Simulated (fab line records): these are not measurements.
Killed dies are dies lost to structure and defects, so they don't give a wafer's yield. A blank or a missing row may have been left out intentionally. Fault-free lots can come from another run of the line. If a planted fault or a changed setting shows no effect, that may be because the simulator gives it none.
The tool behind it: which one? :: flow gf180mcu :: 12 lots with 36 wafers sampled at 6 steps, on a route of 602 steps

== WHAT EACH GAUGE READ, for each wafer ==
GF_M3_THK_MEAS_06: measures by xrf.
lot: L112
measured: day 20 21:32
on: film metro-03
M3_ALCU_THK (nm): 461 462 458

lot: L113
measured: day 21 04:43
on: film metro-03
M3_ALCU_THK (nm): 441 456 446

lot: L115
measured: day 21 21:33
on: film metro-02
M3_ALCU_THK (nm): 452 454 453

lot: L119
measured: day 23 09:04
on: film metro-04
M3_ALCU_THK (nm): 439 443 449

lot: L120
measured: day 23 12:13
on: film metro-02
M3_ALCU_THK (nm): 439 446 441

lot: L124
measured: day 25 05:42
on: film metro-04
M3_ALCU_THK (nm): 454 453 463

lot: L129
measured: day 26 19:34
on: film metro-03
M3_ALCU_THK (nm): 456 458 452

lot: L130
measured: day 27 04:11
on: film metro-03
M3_ALCU_THK (nm): 450 449 460

lot: L131
measured: day 27 11:04
on: film metro-02
M3_ALCU_THK (nm): 452 444 443

lot: L132
measured: day 27 19:16
on: film metro-03
M3_ALCU_THK (nm): 446 451 440

lot: L133
measured: day 27 21:27
on: film metro-03
M3_ALCU_THK (nm): 448 460 450

lot: L134
measured: day 28 06:57
on: film metro-03
M3_ALCU_THK (nm): 444 446 448

GF_V3_RS_MEAS_24: a four-point-probe measurement.
lot: L112
measured: day 22 23:07
on: film metro-04
V3_W_RS (ohm/sq): 0.335 0.330 0.328

lot: L113
measured: day 23 06:31
on: film metro-01
V3_W_RS (ohm/sq): 0.328 0.332 0.328

lot: L115
measured: day 23 22:18
on: film metro-04
V3_W_RS (ohm/sq): 0.329 0.327 0.327

lot: L119
measured: day 25 08:04
on: film metro-03
V3_W_RS (ohm/sq): 0.372 0.372 0.331

lot: L120
measured: day 25 09:57
on: film metro-03
V3_W_RS (ohm/sq): 0.367 0.366 0.328

lot: L124
measured: day 27 01:36
on: film metro-03
V3_W_RS (ohm/sq): 0.330 0.334 0.332

lot: L129
measured: day 28 14:39
on: film metro-04
V3_W_RS (ohm/sq): 0.322 0.330 0.323

lot: L130
measured: day 28 22:32
on: film metro-04
V3_W_RS (ohm/sq): 0.326 0.321 0.325

lot: L131
measured: day 29 05:23
on: film metro-01
V3_W_RS (ohm/sq): 0.327 0.330 0.330

lot: L132
measured: day 29 12:01
on: film metro-04
V3_W_RS (ohm/sq): 0.325 0.329 0.324

lot: L133
measured: day 29 14:55
on: film metro-01
V3_W_RS (ohm/sq): 0.330 0.335 0.329

lot: L134
measured: day 29 22:59
on: film metro-03
V3_W_RS (ohm/sq): 0.341 0.334 0.342

GF_V3_THK_MEAS_25: measures by xrf.
lot: L112
measured: day 22 23:14
on: film metro-04
V3_W_THK (nm): 338 343 345

lot: L113
measured: day 23 06:38
on: film metro-01
V3_W_THK (nm): 348 344 345

lot: L115
measured: day 23 22:25
on: film metro-04
V3_W_THK (nm): 343 344 344

lot: L119
measured: day 25 08:10
on: film metro-03
V3_W_THK (nm): 306 307 344

lot: L120
measured: day 25 10:04
on: film metro-03
V3_W_THK (nm): 313 314 349

lot: L124
measured: day 27 01:43
on: film metro-03
V3_W_THK (nm): 340 335 340

lot: L129
measured: day 28 14:46
on: film metro-04
V3_W_THK (nm): 351 341 351

lot: L130
measured: day 28 22:38
on: film metro-04
V3_W_THK (nm): 347 352 347

lot: L131
measured: day 29 05:31
on: film metro-01
V3_W_THK (nm): 343 341 340

lot: L132
measured: day 29 12:06
on: film metro-04
V3_W_THK (nm): 347 341 346

lot: L133
measured: day 29 15:01
on: film metro-01
V3_W_THK (nm): 341 333 342

lot: L134
measured: day 29 23:07
on: film metro-03
V3_W_THK (nm): 338 340 333

== WHAT TOOL EACH LOT RAN ON (gives the tool, then ch and the chambers of the sampled wafers, and finally the start) ==
lot: L112
GF_M3_SPUTTER_01: pvd sputter-01, day 20 21:18
GF_M3_SPUTTER_04: pvd sputter-01, day 20 21:23
GF_V3_CVD_23: cvd w-02 ch 1, day 22 23:01

lot: L113
GF_M3_SPUTTER_01: pvd sputter-02, day 21 04:28
GF_M3_SPUTTER_04: pvd sputter-02, day 21 04:33
GF_V3_CVD_23: cvd w-01 ch 0,1, day 23 06:23

lot: L115
GF_M3_SPUTTER_01: pvd sputter-01, day 21 21:19
GF_M3_SPUTTER_04: pvd sputter-01, day 21 21:23
GF_V3_CVD_23: cvd w-02 ch 0,1, day 23 22:11

lot: L119
GF_M3_SPUTTER_01: pvd sputter-03, day 23 08:49
GF_M3_SPUTTER_04: pvd sputter-03, day 23 08:53
GF_V3_CVD_23: cvd w-01 ch 0,1, day 25 07:58

lot: L120
GF_M3_SPUTTER_01: pvd sputter-01, day 23 11:58
GF_M3_SPUTTER_04: pvd sputter-01, day 23 12:03
GF_V3_CVD_23: cvd w-01 ch 0,1, day 25 09:49

lot: L124
GF_M3_SPUTTER_01: pvd sputter-01, day 25 05:27
GF_M3_SPUTTER_04: pvd sputter-01, day 25 05:32
GF_V3_CVD_23: cvd w-02 ch 0,1, day 27 01:28

lot: L129
GF_M3_SPUTTER_01: pvd sputter-01, day 26 19:19
GF_M3_SPUTTER_04: pvd sputter-01, day 26 19:23
GF_V3_CVD_23: cvd w-01 ch 0,1, day 28 14:31

lot: L130
GF_M3_SPUTTER_01: pvd sputter-01, day 27 03:56
GF_M3_SPUTTER_04: pvd sputter-01, day 27 04:01
GF_V3_CVD_23: cvd w-01 ch 0,1, day 28 22:24

lot: L131
GF_M3_SPUTTER_01: pvd sputter-02, day 27 10:49
GF_M3_SPUTTER_04: pvd sputter-02, day 27 10:54
GF_V3_CVD_23: cvd w-01 ch 0,1, day 29 05:17

lot: L132
GF_M3_SPUTTER_01: pvd sputter-03, day 27 19:00
GF_M3_SPUTTER_04: pvd sputter-03, day 27 19:05
GF_V3_CVD_23: cvd w-01 ch 0,1, day 29 11:53

lot: L133
GF_M3_SPUTTER_01: pvd sputter-03, day 27 21:12
GF_M3_SPUTTER_04: pvd sputter-03, day 27 21:17
GF_V3_CVD_23: cvd w-02 ch 0,1, day 29 14:47

lot: L134
GF_M3_SPUTTER_01: pvd sputter-02, day 28 06:43
GF_M3_SPUTTER_04: pvd sputter-02, day 28 06:47
GF_V3_CVD_23: cvd w-02 ch 0,1, day 29 22:53
- GF_M3_SPUTTER_01: material TiN, target thk 30 nm, time 25 s.
- GF_M3_SPUTTER_04: material TiN, target thk 50 nm, time 41.7 s.
- GF_V3_CVD_23: deposits W, target thk 350 nm, time 104.9 s.

== AS READ BY THE TOOLS THEMSELVES (means over the sampled wafers that have a number; for cases with no such wafer, the mark the record gives instead) ==
GF_M3_SPUTTER_01.
lot: L112
tool: pvd sputter-01
throttle valve pct (%): 29.0

lot: L113
tool: pvd sputter-02
throttle valve pct (%): 31.1

lot: L115
tool: pvd sputter-01
throttle valve pct (%): 30.2

lot: L119
tool: pvd sputter-03
throttle valve pct (%): 29.4

lot: L120
tool: pvd sputter-01
throttle valve pct (%): 30.7

lot: L124
tool: pvd sputter-01
throttle valve pct (%): 29.7

lot: L129
tool: pvd sputter-01
throttle valve pct (%): 30.6

lot: L130
tool: pvd sputter-01
throttle valve pct (%): 30.6

lot: L131
tool: pvd sputter-02
throttle valve pct (%): 29.5

lot: L132
tool: pvd sputter-03
throttle valve pct (%): 30.4

lot: L133
tool: pvd sputter-03
throttle valve pct (%): 30.2

lot: L134
tool: pvd sputter-02
throttle valve pct (%): 31.4

GF_M3_SPUTTER_04.
lot: L112
tool: pvd sputter-01
throttle valve pct (%): 29.1

lot: L113
tool: pvd sputter-02
throttle valve pct (%): 31.2

lot: L115
tool: pvd sputter-01
throttle valve pct (%): 30.2

lot: L119
tool: pvd sputter-03
throttle valve pct (%): 29.3

lot: L120
tool: pvd sputter-01
throttle valve pct (%): 30.9

lot: L124
tool: pvd sputter-01
throttle valve pct (%): 29.9

lot: L129
tool: pvd sputter-01
throttle valve pct (%): 30.6

lot: L130
tool: pvd sputter-01
throttle valve pct (%): 30.6

lot: L131
tool: pvd sputter-02
throttle valve pct (%): 29.6

lot: L132
tool: pvd sputter-03
throttle valve pct (%): 30.4

lot: L133
tool: pvd sputter-03
throttle valve pct (%): 30.1

lot: L134
tool: pvd sputter-02
throttle valve pct (%): 31.2

GF_V3_CVD_23.
lot: L112
tool: cvd w-02
heater power w (W): 755

lot: L113
tool: cvd w-01
heater power w (W): 790

lot: L115
tool: cvd w-02
heater power w (W): 921

lot: L119
tool: cvd w-01
heater power w (W): 786

lot: L120
tool: cvd w-01
heater power w (W): 787

lot: L124
tool: cvd w-02
heater power w (W): 827

lot: L129
tool: cvd w-01
heater power w (W): 790

lot: L130
tool: cvd w-01
heater power w (W): 782

lot: L131
tool: cvd w-01
heater power w (W): 775

lot: L132
tool: cvd w-01
heater power w (W): 781

lot: L133
tool: cvd w-02
heater power w (W): 921

lot: L134
tool: cvd w-02
heater power w (W): 946

== THE ANSWER, worked out from the rows above alone ==
Rule: usual is defined by the lots themselves. Put in order of their means at a reading, lots are off if they are a third of the lots or fewer, leave a main group of 4 or more, and stand apart from it by a gap of 3 or more times the standard deviation of the main group's means; of several such gaps the widest counts. A main group is skipped when, at the precision printed for the reading in the tables above, its means are all equal. Also off: a lot with no number at a reading for which 4 or more lots have one. Any other lot the step has rows for is counted as sound. After the gauges, taken in route order, come the tools' own readings; for these a lot's mean is taken, as printed above. The first step at which some lot is off is used, and at that step the reading that is off furthest; a lot without a number counts as furthest.
Off: L119, L120, seen at GF_V3_RS_MEAS_24 (V3_W_RS). The main group: mean 0.329 ohm/sq, standard deviation 0.0041.
If a tool, at a process step before that reading, ran all the lots that are off and no sound lot after the first of them, it fits. Those tools and the gauges at GF_V3_RS_MEAS_24 are tried in the same way. None of those tried fits.

== WHAT HAD BEEN PUT IN BY THE SIMULATOR ==
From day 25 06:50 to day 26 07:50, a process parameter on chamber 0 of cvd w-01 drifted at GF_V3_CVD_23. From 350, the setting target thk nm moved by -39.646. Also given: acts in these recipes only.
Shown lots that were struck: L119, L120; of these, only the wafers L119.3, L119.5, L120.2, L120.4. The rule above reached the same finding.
